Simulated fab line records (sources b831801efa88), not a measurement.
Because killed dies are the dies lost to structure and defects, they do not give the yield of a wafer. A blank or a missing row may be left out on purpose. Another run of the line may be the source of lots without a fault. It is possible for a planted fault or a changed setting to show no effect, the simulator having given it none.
Matching of chambers | flow sky130 | cmp-02 running SKY_CONTACT_CMP_27: 4 sister chambers
The step polishes, stops on SiO2, t overpolish 15 s, target thk 0 nm. 8 wafers are shown with their chamber, then 8 later ones without.

## WAFERS, EACH WITH ITS CHAMBER
wafer  | chamber | motor_current_A (A) | time_to_endpoint_s (s)
L459.4 | 2       | 11.7                | 82
L459.5 | 2       | 12.0                | 84
L460.2 | 1       | 9.6                 | 86
L460.3 | 0       | 13.0                | 81
L464.1 | 0       | 12.9                | 86
L464.2 | 3       | 10.4                | 83
L464.6 | 3       | 11.6                | 86
L472.1 | 1       | 10.6                | 85

## WAFERS WHOSE CHAMBER IS MISSING
wafer  | motor_current_A (A) | time_to_endpoint_s (s)
L472.4 | 11.5                | 81
L472.6 | 13.0                | 79
L473.1 | 11.2                | 83
L473.4 | 12.2                | 82
L473.6 | 11.2                | 79
L475.1 | 12.2                | 72
L475.3 | 10.4                | 81
L475.5 | 12.5                | 75

## WHICH CHAMBER EACH WENT THROUGH
wafer  | from the rows above               | in truth
L472.4 | can't be placed: 2 or 3 or 0      | 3
L472.6 | can't be placed: 0 or 2           | 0
L473.1 | can't be placed: 3 or 2 or 1      | 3
L473.4 | can't be placed: 2 or 0 or 3      | 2
L473.6 | can't be placed: 2 or 3 or 1 or 0 | 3
L475.1 | can't be placed: 2 or 0 or 3      | 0
L475.3 | can't be placed: 3 or 1 or 2      | 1
L475.5 | can't be placed: 2 or 0 or 3      | 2
Placed correctly: 0 of 8. Can't be placed from these rows: 8 (the true chamber is among the candidates in 8). Number placed wrongly: 0.
How it was worked out, from the rows above alone: a wafer's distance from a chamber is the root of the sum, over the readings, of the square of ((its reading less the chamber's mean) divided by the reading's scatter). The wafer belongs to the nearest chamber; if the next one is less than 2 further off, it can't be placed. A chamber's mean is the mean of its shown wafers. The scatter: the root of (the sum of the squares of (reading less its chamber's mean) over the shown wafers, divided by (wafers less chambers)).
